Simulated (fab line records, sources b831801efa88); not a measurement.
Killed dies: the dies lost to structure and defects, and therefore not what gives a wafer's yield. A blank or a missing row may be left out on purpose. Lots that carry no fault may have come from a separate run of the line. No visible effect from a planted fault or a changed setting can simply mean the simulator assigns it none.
Struck lot and sound lot, side by side / flow sky130 / 35 out of 708 route steps
Sound: these wafers, L309.1, L309.3, L309.6. Struck: wafer L313.2 (left out: L313.1, L313.5 of the same lot, which were not struck); the cause appears at the end.
Order at every step that has rows: each side's tool, ch and its chambers, its first start. Under that, the readings that differ: sound wafers / struck wafers / difference of the means / sigmas: that difference in standard deviations of wafers without a fault.
alike: a reading whose means differ by less than 2 such deviations, as well as words and numbers matching on both sides. not compared: withheld readings; readings where some wafer has no value; bounds like >300 that might hide an equal value; numbers whose values overlap and for which the record gives no deviation.
The two part at a step that has a row with sigmas, a row that says differs or no value, or rows on one side only. When numbers do not overlap yet have no deviation, they are printed without sigmas and do not part them. A reading missing from all wafers of one side parts the sides only when that side holds two or more wafers.

first, 10 steps without rows for these wafers: SKY_METAL3_COAT_07 (resist thk 60 nm); SKY_METAL3_COAT_08 (resist thk 1140 nm); SKY_METAL3_SOFTBAKE_09 (time 90 s); SKY_METAL3_EXPOSE_10 (exposes mask MM3, target cd 300 nm); SKY_METAL3_PEB_11; SKY_METAL3_DEVELOP_12 (develop time 60 s); SKY_METAL3_DESCUM_15 (chemistry O2, time 8 s); SKY_METAL3_ETCH_16 (etches BARC in N2/H2, stops on SiO2, time 88.2 s, target depth 60 nm); SKY_METAL3_ETCH_17 (etches SiO2 in C4F8/O2/Ar, stops on TiN, time 3.9 s, target depth 15 nm); SKY_METAL3_METAL_ETCH_18 (etches the open film in Cl2/BCl3, stops on SiO2, target depth 845 nm, time 183.1 s).
SKY_METAL3_STRIP_19: strips in O2/N2.
  sound on plasmaAsher-04 ch 0,1, day 39 20:23; struck on plasmaAsher-04 ch 1, day 41 17:53
  alike: chamberPressureMTorr, drypumpMotorCurrentA, oesProductAu, stripTimeToEndpointS
  not compared: rfHoursCounterH
then, 23 steps without rows for these wafers: SKY_METAL3_STRIP_20 (strips in post etch residue remover, time 1200 s); SKY_METAL3_CLEAN_21 (cleans in IPA, time 180 s); SKY_METAL3_CLEAN_22 (cleans in O3/DIW); SKY_VIA3_HDPCVD_00 (deposits SiO2, target thk 1635 nm, time 272.5 s); SKY_VIA3_CMP_02 (polishes SiO2); SKY_VIA3_DEHYDRATE_04 (time 60 s); SKY_VIA3_HMDS_05 (prime time 60 s); SKY_VIA3_COAT_06 (resist thk 60 nm); SKY_VIA3_COAT_07 (resist thk 450 nm); SKY_VIA3_SOFTBAKE_08 (time 90 s); SKY_VIA3_EXPOSE_09 (exposes mask VIM3, target cd 200 nm); SKY_VIA3_PEB_10; SKY_VIA3_DEVELOP_11 (develop time 60 s); SKY_VIA3_ETCH_14 (etches BARC in N2/H2, stops on SiO2, time 45.9 s, target depth 60 nm); SKY_VIA3_ETCH_15 (etches SiO2 in C4F8/O2/Ar, stops on TiN, target depth 507 nm, time 78 s); SKY_VIA3_STRIP_16 (strips in O2/N2); SKY_VIA3_STRIP_17 (strips in post etch residue remover, time 1200 s); SKY_VIA3_CLEAN_18 (cleans in IPA, time 180 s); SKY_VIA3_CLEAN_19 (cleans in O3/DIW); SKY_VIA3_SPUTTER_20 (material TiN, target thk 20 nm, time 80 s); SKY_VIA3_CVD_21 (deposits W, target thk 390 nm, time 117.31 s); SKY_VIA3_CMP_24 (polishes, stops on SiO2, t overpolish 20 s, target thk 0 nm); SKY_METAL4_SPUTTER_00 (material Ti, target thk 15 nm, time 10 s).
-- the record jumps here: 7 days lie between the struck wafers' starts before and after (it left off in module METAL4 and takes up again in module PAD_OPEN, whose first step shown is number 708 of the route) --
SKY_PAD_OPEN_PROBE_99:
  sound on prober-01 at day 46 19:29; struck on prober-02 at day 48 11:28
reading=defectLimitedYield (%); sound=83.3 83.9 80.9; struck=69.5; difference=-13.2; sigmas=-7
reading=killed_at_M0_to_M3; sound=48 31 42; struck=107; difference=+67; sigmas=+10
reading=killedDies; sound=82 79 94; struck=150; difference=+65; sigmas=+7
reading=sort_bin_3_pad_short (%); sound=0.8 1.2 1.2; struck=4.3; difference=+3.2; sigmas=+7
reading=sort_bin_5_function (%); sound=11.2 7.7 12.0; struck=18.7; difference=+8.4; sigmas=+6
reading=sortNPass; sound=410 413 398; struck=342; difference=-65; sigmas=-7
reading=sortYieldPct (%); sound=83.3 83.9 80.9; struck=69.5; difference=-13.2; sigmas=-7
reading=model.etest.tester.sortNPass; sound=410 413 398; struck=342; difference=-65; sigmas=
reading=model.etest.tester.sortYieldPct (%); sound=83.33 83.94 80.89; struck=69.51; difference=-13.21; sigmas=
reading=model.etest.tester.sort_bin_5_pct (%); sound=11.18 7.724 11.99; struck=18.7; difference=+8.4; sigmas=
reading=model.etest.tester.sort_bin_3_pct (%); sound=0.813 1.22 1.22; struck=4.268; difference=+3.184; sigmas=
  alike: killed_at_M4_up, killedAtContacts, killedAtFrontEnd, killedAtOther, killedOpen, killedShort, sort_bin_6_memory

WHERE THEY PART
Within this record, at SKY_PAD_OPEN_PROBE_99 only.

WHY: what had been put in by the simulator
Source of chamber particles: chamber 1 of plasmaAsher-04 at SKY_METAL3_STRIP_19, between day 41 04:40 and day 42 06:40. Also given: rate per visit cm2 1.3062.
